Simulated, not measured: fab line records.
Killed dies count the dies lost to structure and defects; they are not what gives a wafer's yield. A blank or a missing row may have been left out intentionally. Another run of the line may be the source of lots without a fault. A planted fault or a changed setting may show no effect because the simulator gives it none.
Which tool did it? / flow gf180mcu / 13 lots, 39 wafers sampled, at 5 steps of a route of 602

== WHAT EACH GAUGE READ, for each wafer ==
GF_V5_THK_MEAS_25: measures by xrf.
lot=L256; measured=day 27 08:44; on=filmMetro-01; V5_W_THK (nm)=340 343 341
lot=L257; measured=day 27 18:19; on=filmMetro-02; V5_W_THK (nm)=347 344 348
lot=L259; measured=day 28 14:45; on=filmMetro-02; V5_W_THK (nm)=342 344 340
lot=L260; measured=day 28 19:04; on=filmMetro-02; V5_W_THK (nm)=361 353 343
lot=L261; measured=day 29 06:03; on=filmMetro-01; V5_W_THK (nm)=346 347 356
lot=L262; measured=day 29 22:41; on=filmMetro-04; V5_W_THK (nm)=337 345 339
lot=L268; measured=day 31 03:22; on=filmMetro-02; V5_W_THK (nm)=338 347 338
lot=L270; measured=day 31 17:37; on=filmMetro-04; V5_W_THK (nm)=346 344 348
lot=L272; measured=day 32 07:25; on=filmMetro-02; V5_W_THK (nm)=345 348 350
lot=L273; measured=day 32 10:25; on=filmMetro-04; V5_W_THK (nm)=335 346 339
lot=L274; measured=day 32 18:35; on=filmMetro-04; V5_W_THK (nm)=339 343 336
lot=L275; measured=day 32 22:29; on=filmMetro-01; V5_W_THK (nm)=347 363 344
lot=L279; measured=day 33 18:30; on=filmMetro-02; V5_W_THK (nm)=338 342 336

GF_TOP_METAL_THK_MEAS_06: measures by xrf.
lot=L256; measured=day 27 09:26; on=filmMetro-03; TOP_METAL_ALCU_THK (nm)=895 888 900
lot=L257; measured=day 27 19:01; on=filmMetro-03; TOP_METAL_ALCU_THK (nm)=909 904 918
lot=L259; measured=day 28 15:30; on=filmMetro-02; TOP_METAL_ALCU_THK (nm)=913 895 899
lot=L260; measured=day 28 19:46; on=filmMetro-03; TOP_METAL_ALCU_THK (nm)=920 926 916
lot=L261; measured=day 29 06:45; on=filmMetro-02; TOP_METAL_ALCU_THK (nm)=902 907 897
lot=L262; measured=day 29 23:23; on=filmMetro-02; TOP_METAL_ALCU_THK (nm)=901 908 901
lot=L268; measured=day 31 04:04; on=filmMetro-02; TOP_METAL_ALCU_THK (nm)=908 891 872
lot=L270; measured=day 31 18:19; on=filmMetro-03; TOP_METAL_ALCU_THK (nm)=885 902 866
lot=L272; measured=day 32 08:17; on=filmMetro-03; TOP_METAL_ALCU_THK (nm)=891 895 892
lot=L273; measured=day 32 11:52; on=filmMetro-02; TOP_METAL_ALCU_THK (nm)=920 915 923
lot=L274; measured=day 32 19:24; on=filmMetro-03; TOP_METAL_ALCU_THK (nm)=914 920 918
lot=L275; measured=day 32 23:31; on=filmMetro-02; TOP_METAL_ALCU_THK (nm)=907 914 908
lot=L279; measured=day 33 19:12; on=filmMetro-02; TOP_METAL_ALCU_THK (nm)=891 899 887

GF_TOP_METAL_OVL_MEAS_15.
lot=L256; measured=day 28 05:22; on=overlay-02; TOP_METAL_OVL (nm)=-0.4 -1.8 -1.7
lot=L257; measured=day 28 14:29; on=overlay-01; TOP_METAL_OVL (nm)=2.4 1.1 0.6
lot=L259; measured=day 29 10:41; on=overlay-02; TOP_METAL_OVL (nm)=-0.2 -3.5 -4.1
lot=L260; measured=day 29 15:13; on=overlay-01; TOP_METAL_OVL (nm)=1.4 1.3 2.2
lot=L261; measured=day 30 01:52; on=overlay-01; TOP_METAL_OVL (nm)=1.5 3.5 3.4
lot=L262; measured=day 30 17:22; on=overlay-01; TOP_METAL_OVL (nm)=4.3 2.2 1.3
lot=L268; measured=day 31 22:22; on=overlay-02; TOP_METAL_OVL (nm)=-1.4 -2.1 0.3
lot=L270; measured=day 32 11:11; on=overlay-02; TOP_METAL_OVL (nm)=-2.9 -2.6 -5.6
lot=L272; measured=day 33 00:30; on=overlay-02; TOP_METAL_OVL (nm)=-1.0 -1.3 -2.2
lot=L273; measured=day 33 04:16; on=overlay-01; TOP_METAL_OVL (nm)=1.6 1.4 -0.2
lot=L274; measured=day 33 11:46; on=overlay-02; TOP_METAL_OVL (nm)=-0.4 0.7 0.6
lot=L275; measured=day 33 14:58; on=overlay-02; TOP_METAL_OVL (nm)=-1.1 0.3 0.5
lot=L279; measured=day 34 10:43; on=overlay-01; TOP_METAL_OVL (nm)=0.6 2.7 0.6

== WHAT TOOL EACH LOT RAN ON (gives the tool, then ch and the chambers of the sampled wafers, and finally the start) ==
lot=L256; GF_TOP_METAL_SPUTTER_03=pvdSputter-04, day 27 09:14; GF_TOP_METAL_SPUTTER_04=pvdSputter-04, day 27 09:16
lot=L257; GF_TOP_METAL_SPUTTER_03=pvdSputter-03, day 27 18:50; GF_TOP_METAL_SPUTTER_04=pvdSputter-03, day 27 18:51
lot=L259; GF_TOP_METAL_SPUTTER_03=pvdSputter-03, day 28 15:16; GF_TOP_METAL_SPUTTER_04=pvdSputter-03, day 28 15:17
lot=L260; GF_TOP_METAL_SPUTTER_03=pvdSputter-03, day 28 19:36; GF_TOP_METAL_SPUTTER_04=pvdSputter-03, day 28 19:37
lot=L261; GF_TOP_METAL_SPUTTER_03=pvdSputter-03, day 29 06:35; GF_TOP_METAL_SPUTTER_04=pvdSputter-03, day 29 06:36
lot=L262; GF_TOP_METAL_SPUTTER_03=pvdSputter-04, day 29 23:13; GF_TOP_METAL_SPUTTER_04=pvdSputter-04, day 29 23:14
lot=L268; GF_TOP_METAL_SPUTTER_03=pvdSputter-04, day 31 03:53; GF_TOP_METAL_SPUTTER_04=pvdSputter-04, day 31 03:54
lot=L270; GF_TOP_METAL_SPUTTER_03=pvdSputter-04, day 31 18:09; GF_TOP_METAL_SPUTTER_04=pvdSputter-04, day 31 18:10
lot=L272; GF_TOP_METAL_SPUTTER_03=pvdSputter-02, day 32 08:07; GF_TOP_METAL_SPUTTER_04=pvdSputter-02, day 32 08:08
lot=L273; GF_TOP_METAL_SPUTTER_03=pvdSputter-02, day 32 11:41; GF_TOP_METAL_SPUTTER_04=pvdSputter-02, day 32 11:43
lot=L274; GF_TOP_METAL_SPUTTER_03=pvdSputter-03, day 32 19:14; GF_TOP_METAL_SPUTTER_04=pvdSputter-03, day 32 19:14
lot=L275; GF_TOP_METAL_SPUTTER_03=pvdSputter-03, day 32 23:20; GF_TOP_METAL_SPUTTER_04=pvdSputter-03, day 32 23:22
lot=L279; GF_TOP_METAL_SPUTTER_03=pvdSputter-02, day 33 19:02; GF_TOP_METAL_SPUTTER_04=pvdSputter-02, day 33 19:03
- GF_TOP_METAL_SPUTTER_03: material Ti, target thk 5 nm, time 3.3 s.
- GF_TOP_METAL_SPUTTER_04: material TiN, target thk 25 nm, time 20.8 s.

== AS READ BY THE TOOLS THEMSELVES (means over the sampled wafers that have a number; for cases with no such wafer, the mark the record gives instead) ==
GF_TOP_METAL_SPUTTER_03.
lot=L256; tool=pvdSputter-04; throttleValvePct (%)=30.3
lot=L257; tool=pvdSputter-03; throttleValvePct (%)=30.5
lot=L259; tool=pvdSputter-03; throttleValvePct (%)=30.9
lot=L260; tool=pvdSputter-03; throttleValvePct (%)=30.0
lot=L261; tool=pvdSputter-03; throttleValvePct (%)=30.6
lot=L262; tool=pvdSputter-04; throttleValvePct (%)=29.9
lot=L268; tool=pvdSputter-04; throttleValvePct (%)=30.0
lot=L270; tool=pvdSputter-04; throttleValvePct (%)=30.0
lot=L272; tool=pvdSputter-02; throttleValvePct (%)=29.9
lot=L273; tool=pvdSputter-02; throttleValvePct (%)=29.7
lot=L274; tool=pvdSputter-03; throttleValvePct (%)=30.1
lot=L275; tool=pvdSputter-03; throttleValvePct (%)=31.0
lot=L279; tool=pvdSputter-02; throttleValvePct (%)=29.7

GF_TOP_METAL_SPUTTER_04.
lot=L256; tool=pvdSputter-04; throttleValvePct (%)=30.1
lot=L257; tool=pvdSputter-03; throttleValvePct (%)=30.4
lot=L259; tool=pvdSputter-03; throttleValvePct (%)=30.6
lot=L260; tool=pvdSputter-03; throttleValvePct (%)=30.2
lot=L261; tool=pvdSputter-03; throttleValvePct (%)=30.7
lot=L262; tool=pvdSputter-04; throttleValvePct (%)=29.9
lot=L268; tool=pvdSputter-04; throttleValvePct (%)=30.0
lot=L270; tool=pvdSputter-04; throttleValvePct (%)=30.1
lot=L272; tool=pvdSputter-02; throttleValvePct (%)=29.8
lot=L273; tool=pvdSputter-02; throttleValvePct (%)=29.4
lot=L274; tool=pvdSputter-03; throttleValvePct (%)=30.1
lot=L275; tool=pvdSputter-03; throttleValvePct (%)=31.0
lot=L279; tool=pvdSputter-02; throttleValvePct (%)=29.7

== THE ANSWER, worked out from the rows above alone ==
Rule: what is usual is taken from the lots themselves. The widest of any qualifying gaps counts: lots, ordered by their means at a reading, are off when they make up no more than a third of the lots, leave a main group of 4 or more, and stand apart from it by 3 or more times the standard deviation of that group's means. If all means in a main group match to the digits the tables above print for the reading, that group is not used. Also off: a lot with no number at a reading for which 4 or more lots have one. Any other lot the step has rows for is counted as sound. The gauges are gone through in route order, then the tools' own readings, and for those a lot's mean is taken as printed above. At the first step where some lot is off, the reading lying furthest off is the one used; lots without a number count as furthest.
None of the lots is off at any reading shown; this tells nothing.

== WHAT THE SIMULATOR HAD PUT IN ==
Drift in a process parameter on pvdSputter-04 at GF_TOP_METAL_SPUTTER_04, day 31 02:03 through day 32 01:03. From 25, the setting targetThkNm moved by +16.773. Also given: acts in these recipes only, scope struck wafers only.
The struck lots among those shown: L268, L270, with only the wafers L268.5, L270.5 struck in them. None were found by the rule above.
